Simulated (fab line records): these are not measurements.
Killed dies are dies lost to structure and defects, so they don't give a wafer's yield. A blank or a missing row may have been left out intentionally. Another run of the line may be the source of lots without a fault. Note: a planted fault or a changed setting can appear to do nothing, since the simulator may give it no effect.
Matching of chambers || flow sky130 || SKY_VIA3_CMP_02 on cmp-01 has 4 sister chambers
The step polishes SiO2. 8 wafers are shown with their chamber, then 12 later ones without.

WAFERS PAIRED WITH THEIR CHAMBERS
{"wafer": "L086.2", "chamber": 3, "motor current A (A)": 12.3, "edge zone pressure frac": 1.004}
{"wafer": "L087.6", "chamber": 2, "motor current A (A)": 13.0, "edge zone pressure frac": 0.999}
{"wafer": "L088.2", "chamber": 3, "motor current A (A)": 12.5, "edge zone pressure frac": 0.998}
{"wafer": "L088.3", "chamber": 2, "motor current A (A)": 12.8, "edge zone pressure frac": 0.992}
{"wafer": "L088.5", "chamber": 0, "motor current A (A)": 10.5, "edge zone pressure frac": 0.998}
{"wafer": "L089.4", "chamber": 1, "motor current A (A)": 11.9, "edge zone pressure frac": 0.997}
{"wafer": "L089.5", "chamber": 1, "motor current A (A)": 12.8, "edge zone pressure frac": 0.997}
{"wafer": "L089.6", "chamber": 0, "motor current A (A)": 10.4, "edge zone pressure frac": 0.996}

WAFERS WITH NO CHAMBER GIVEN
{"wafer": "L092.3", "motor current A (A)": 12.2, "edge zone pressure frac": 1.006}
{"wafer": "L092.4", "motor current A (A)": 12.1, "edge zone pressure frac": 1.004}
{"wafer": "L092.5", "motor current A (A)": 10.6, "edge zone pressure frac": 1.000}
{"wafer": "L091.4", "motor current A (A)": 10.7, "edge zone pressure frac": 1.001}
{"wafer": "L091.5", "motor current A (A)": 10.6, "edge zone pressure frac": 1.010}
{"wafer": "L091.6", "motor current A (A)": 12.6, "edge zone pressure frac": 1.001}
{"wafer": "L093.2", "motor current A (A)": 10.7, "edge zone pressure frac": 1.008}
{"wafer": "L093.3", "motor current A (A)": 12.3, "edge zone pressure frac": 0.998}
{"wafer": "L093.4", "motor current A (A)": 12.9, "edge zone pressure frac": 0.995}
{"wafer": "L094.1", "motor current A (A)": 10.0, "edge zone pressure frac": 0.997}
{"wafer": "L094.4", "motor current A (A)": 12.1, "edge zone pressure frac": 0.994}
{"wafer": "L094.6", "motor current A (A)": 12.1, "edge zone pressure frac": 0.999}

WHICH CHAMBER EACH ONE RAN IN
{"wafer": "L092.3", "from the rows above": "can't be placed: 3 or 1", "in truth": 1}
{"wafer": "L092.4", "from the rows above": "can't be placed: 3 or 1", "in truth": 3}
{"wafer": "L092.5", "from the rows above": 0, "in truth": 0}
{"wafer": "L091.4", "from the rows above": 0, "in truth": 0}
{"wafer": "L091.5", "from the rows above": 0, "in truth": 0}
{"wafer": "L091.6", "from the rows above": "can't be placed: 3 or 1 or 2", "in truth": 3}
{"wafer": "L093.2", "from the rows above": 0, "in truth": 0}
{"wafer": "L093.3", "from the rows above": "can't be placed: 1 or 3 or 2", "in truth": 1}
{"wafer": "L093.4", "from the rows above": "can't be placed: 2 or 1", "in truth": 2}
{"wafer": "L094.1", "from the rows above": 0, "in truth": 0}
{"wafer": "L094.4", "from the rows above": "can't be placed: 1 or 3 or 2", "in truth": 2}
{"wafer": "L094.6", "from the rows above": "can't be placed: 1 or 3 or 2", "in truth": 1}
Placed correctly: 5 of 12. Can't be placed from these rows: 7 (the true chamber is among the candidates in 7). 0 placed wrongly.
How it was worked out, from the rows above alone: a wafer's distance from a chamber is the root of the sum, over the readings, of the square of ((its reading less the chamber's mean) divided by the reading's scatter). If the next closest chamber is less than 2 further off than the closest, the wafer can't be placed; otherwise it belongs to the closest. For every chamber, the mean is computed from those of its wafers that are shown. The scatter: the root of (the sum of the squares of (reading less its chamber's mean) over the shown wafers, divided by (wafers less chambers)).
